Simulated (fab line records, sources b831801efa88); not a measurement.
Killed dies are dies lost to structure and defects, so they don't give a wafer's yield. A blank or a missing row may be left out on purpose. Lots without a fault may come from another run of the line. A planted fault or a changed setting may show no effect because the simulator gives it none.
Problem report in the 8D (eight disciplines) form, filled by code | flow gf180mcu | the parts of the form that need people (team, actions taken, sign-off) are left out

1. THE PROBLEM
V3_CVD_02_THK at GF_V3_THK_MEAS_03 reads a mean of 777 nm on 3 wafers of 2 lots; wafers without a fault read 853 nm with a standard deviation of 11. That is -6.9 standard deviations from the usual mean.
First seen on wafer L818.1, day 23 01:08, on film_metro-01. The record holds 33 wafers of 11 lots with a number at this step. Rule for "out", or "out of limits": more than 4 standard deviations from the usual mean. The other wafers with a number count as sound.

2. WHAT IT IS AND WHAT IT IS NOT
question                    | is                     | is not
which readings at this step | V3_CVD_02_THK          | -
which lots                  | L818, L819             | L814, L815, L816, L820, L828, L830, L831, L832, L834
which wafers of those lots  | L818.1, L818.6, L819.3 | L818.4, L819.4, L819.6
read on which gauges        | film_metro-01          | film_metro-02, film_metro-03
when                        | from day 23 01:08      | up to then (10 sound wafers); but 20 sound wafers of L819, L820, L828, L830, L831, L832, L834 came after

3. SUSPECTS, AND WHAT RULES EACH OUT
Counting: a tool at a process step up to the reading stays a suspect if it ran every lot that is out. Sound lots after the first of them don't rule it out here, since some wafers of a struck lot are sound.
- the gauge at GF_V3_THK_MEAS_03: ruled out. All the wafers that are out were read on film_metro-01, but those of them that GF_V3_CVD_02 has rows for are out there too, on other tools.
- pecvd-02 at GF_V3_CVD_02 (deposits SiO2 from TEOS, target thk 850 nm, time 94.851 s): kept. It ran every lot that is out, first L818 (day 23 01:04); its last sound lot up to then is L816 (day 22 08:20). Its own readings are out on those wafers: run_length_s.
- Within pecvd-02 at GF_V3_CVD_02: the wafers that are out ran in chamber 1; their sound lot-mates ran in chambers 0, 2.
Left after counting: pecvd-02 at GF_V3_CVD_02.

4. THE CAUSE (what the simulator had put in)
Process parameter drift: pecvd-02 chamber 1, from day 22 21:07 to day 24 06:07, at GF_V3_CVD_02. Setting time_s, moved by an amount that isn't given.
Counting left only this tool.

5. THE CHAIN OF EFFECTS, in route order
Each row: a reading whose mean over the struck wafers that have a number lies more than 3 standard deviations from the usual. Only readings for which the record gives a usual standard deviation are gone through. hours: the time from each lot's start at the first step in this table that gives one to its start at this step, as a median over the lots. sigmas: the change in usual standard deviations.
hours | step              | reading            | usual   | on struck wafers | change | sigmas
0     | GF_V3_CVD_02      | run_length_s       | 122.5 s | 113.6            | -8.9   | -17
0     | GF_V3_THK_MEAS_03 | V3_CVD_02_THK      | 853 nm  | 777              | -76    | -6.9
0     | GF_V3_CMP_04      | time_to_endpoint_s | 86 s    | 56               | -30    | -5.8
The process steps in it:
- GF_V3_CVD_02: deposits SiO2 from TEOS, target thk 850 nm, time 94.851 s.
- GF_V3_CMP_04: polishes SiO2.

6. WHAT WOULD HAVE CAUGHT IT SOONER
In this record the first reading out of limits at a measuring or inspecting step was taken at day 23 01:08, 4 hours after the fault began at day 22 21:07.
The tool's own readings at GF_V3_CVD_02 were out on every struck wafer that the step has a row for (run_length_s): an alarm limit on them would have fired on the first of those.
Of the lots that are out (2), L819 began GF_V3_CVD_02 on pecvd-02 after day 23 01:08. A hold on the tool at that time would have spared it.
